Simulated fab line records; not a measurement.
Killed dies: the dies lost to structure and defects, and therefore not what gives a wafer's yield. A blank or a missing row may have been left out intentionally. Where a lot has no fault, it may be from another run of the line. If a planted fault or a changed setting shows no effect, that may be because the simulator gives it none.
The tool behind it: which one? | flow sky130 | 10 lots with 30 wafers sampled at 4 steps, on a route of 708 steps

WHAT EACH GAUGE READ, for each wafer
SKY_FIELD_ISO_THK_MEAS_25. Usual: for FIELD_ISO_CVD_24_THK the level is 600 nm and the standard deviation is 5.9.
lot  | measured    | on           | FIELD_ISO_CVD_24_THK (nm) | flag
L554 | day 2 10:55 | filmMetro-01 | 601 589 607               | 
L558 | day 3 02:30 | filmMetro-02 | 604 604 590               | 
L560 | day 3 14:12 | filmMetro-02 | 594 593 594               | 
L561 | day 3 21:02 | filmMetro-02 | 595 597 600               | 
L570 | day 5 17:52 | filmMetro-03 | 601 604 604               | 
L572 | day 6 08:31 | filmMetro-02 | 602 605 595               | 
L573 | day 6 10:49 | filmMetro-02 | 603 611 604               | 
L574 | day 6 16:28 | filmMetro-03 | 600 605 603               | 
L575 | day 6 20:53 | filmMetro-03 | 595 605 599               | 
L576 | day 7 00:59 | filmMetro-02 | 598 602 601               | 

SKY_VT_ADJUST_LVTN_OVL_MEAS_18. Usual: for VT_ADJUST_LVTN_01_OVL the level is 0.6 nm and the standard deviation is 1.4.
lot  | measured     | on         | VT_ADJUST_LVTN_01_OVL (nm) | flag
L554 | day 8 01:58  | overlay-02 | 0.7 1.3 -0.5               | 
L558 | day 8 20:59  | overlay-01 | 1.5 2.0 3.0                | 
L560 | day 9 08:04  | overlay-01 | 1.1 1.5 1.7                | 
L561 | day 9 17:55  | overlay-02 | 2.0 -0.2 0.6               | 
L570 | day 12 03:35 | overlay-01 | 3.6 3.2 1.7                | 
L572 | day 12 23:55 | overlay-01 | -3.4 -1.4 -0.3             | 
L573 | day 13 00:40 | overlay-02 | 1.4 0.0 1.2                | 
L574 | day 13 10:26 | overlay-01 | -2.7 -1.1 -2.3             | 
L575 | day 13 14:52 | overlay-02 | -0.9 -1.2 -0.4             | 
L576 | day 14 00:16 | overlay-02 | 2.6 4.1 2.8                | 

SKY_POLY_GATE_THK_MEAS_01. Usual: for POLY_GATE_CVD_00_THK the level is 179.8 nm and the standard deviation is 1.5.
lot  | measured     | on           | POLY_GATE_CVD_00_THK (nm) | flag
L554 | day 14 06:27 | filmMetro-01 | 178.4 178.5 178.7         | 
L558 | day 15 06:04 | filmMetro-04 | 182.0 181.2 180.3         | 
L560 | day 15 21:16 | filmMetro-02 | 98.1 98.3 97.2            | OFF
L561 | day 16 17:56 | filmMetro-04 | 99.2 98.9 98.8            | OFF
L570 | day 19 11:03 | filmMetro-04 | 177.5 177.6 178.3         | 
L572 | day 20 15:46 | filmMetro-02 | 178.9 180.6 180.8         | 
L573 | day 20 16:58 | filmMetro-02 | 177.8 178.6 178.5         | 
L574 | day 21 01:20 | filmMetro-04 | 181.1 181.8 181.2         | 
L575 | day 21 05:57 | filmMetro-01 | 179.2 180.2 180.2         | 
L576 | day 21 15:58 | filmMetro-04 | 180.7 178.8 181.0         | 

WHICH TOOL RAN EACH LOT (tool, then ch and the chambers of the sampled wafers, then the start)
lot  | SKY_POLY_GATE_CVD_00
L554 | lpcvd-01 ch 1, day 14 05:15
L558 | lpcvd-01 ch 1, day 15 04:52
L560 | lpcvd-01 ch 0, day 15 20:04
L561 | lpcvd-01 ch 0, day 16 16:44
L570 | lpcvd-01 ch 0, day 19 09:50
L572 | lpcvd-01 ch 1, day 20 14:34
L573 | lpcvd-01 ch 1, day 20 15:46
L574 | lpcvd-01 ch 1, day 21 00:08
L575 | lpcvd-01 ch 1, day 21 04:45
L576 | lpcvd-01 ch 0, day 21 14:45
- SKY_POLY_GATE_CVD_00: deposits poly-Si, target thk 180 nm, time 720 s.

AS READ BY THE TOOLS THEMSELVES (means over the sampled wafers that have a number; for cases with no such wafer, the mark the record gives instead)
SKY_POLY_GATE_CVD_00. Usual: spikeTcBottomC 639 C, standard deviation 3.2; spikeTcCentreC 620.7 C, standard deviation 1; spikeTcLowerC 620.3 C, standard deviation 1.6; spikeTcTopC 636.7 C, standard deviation 1.2; spikeTcUpperC 619.9 C, standard deviation 1.1; susceptorTempC 620.04 C, standard deviation 0.29; zonePowerCentrePct 9.39 %, standard deviation 0.18; zonePowerUpperPct 8.4 %, standard deviation 0.35.
lot  | tool     | spikeTcBottomC (C) | spikeTcCentreC (C) | spikeTcLowerC (C) | spikeTcTopC (C) | spikeTcUpperC (C) | susceptorTempC (C) | zonePowerCentrePct (%) | zonePowerUpperPct (%) | flag
L554 | lpcvd-01 | 638                | 620.3              | 621.5             | 636.4           | 619.8             | 620.17             | 9.31                   | 8.2                   | 
L558 | lpcvd-01 | 637                | 619.8              | 621.2             | 635.2           | 618.8             | 620.57             | 9.23                   | 8.2                   | 
L560 | lpcvd-01 | 618                | 594.9              | 593.8             | 613.4           | 595.1             | 594.98             | 8.92                   | 8.3                   | OFF
L561 | lpcvd-01 | 619                | 594.8              | 593.5             | 613.6           | 596.1             | 594.56             | 8.90                   | 8.3                   | OFF
L570 | lpcvd-01 | 644                | 620.3              | 618.7             | 637.9           | 619.5             | 620.01             | 9.54                   | 9.0                   | 
L572 | lpcvd-01 | 637                | 620.6              | 620.5             | 637.0           | 619.7             | 619.88             | 9.24                   | 8.2                   | 
L573 | lpcvd-01 | 637                | 620.4              | 621.2             | 636.2           | 619.9             | 619.78             | 9.26                   | 8.2                   | 
L574 | lpcvd-01 | 637                | 620.0              | 619.5             | 636.9           | 619.7             | 620.09             | 9.29                   | 8.2                   | 
L575 | lpcvd-01 | 638                | 620.3              | 621.9             | 636.7           | 620.1             | 619.90             | 9.26                   | 8.1                   | 
L576 | lpcvd-01 | 644                | 620.7              | 618.9             | 637.2           | 619.6             | 619.89             | 9.60                   | 8.9                   | 

THE ANSWER, worked out from the rows above alone
Rule: take the mean of a lot's wafers that have a number; if it is more than 3 standard deviations from the usual mean, the lot is off. Also off: a lot with no number at a reading for which 4 or more lots have one. Any other lot the step has rows for is counted as sound. First the gauges in route order, then the tools' own readings, where a lot's mean is used as printed above. The first step at which some lot is off is used, and at that step the reading that is off furthest; a lot without a number counts as furthest.
Off: L560, L561, seen at SKY_POLY_GATE_THK_MEAS_01 (POLY_GATE_CVD_00_THK).
A tool fits if, at a process step before that reading, it ran every lot that is off, and no sound lot after the first of them. Not tried: the gauges at SKY_POLY_GATE_THK_MEAS_01; whatever is off there is also off at SKY_POLY_GATE_CVD_00, on other tools, and gauge error can't account for it. Of those tried, none fits.

WHAT THE SIMULATOR PUT IN
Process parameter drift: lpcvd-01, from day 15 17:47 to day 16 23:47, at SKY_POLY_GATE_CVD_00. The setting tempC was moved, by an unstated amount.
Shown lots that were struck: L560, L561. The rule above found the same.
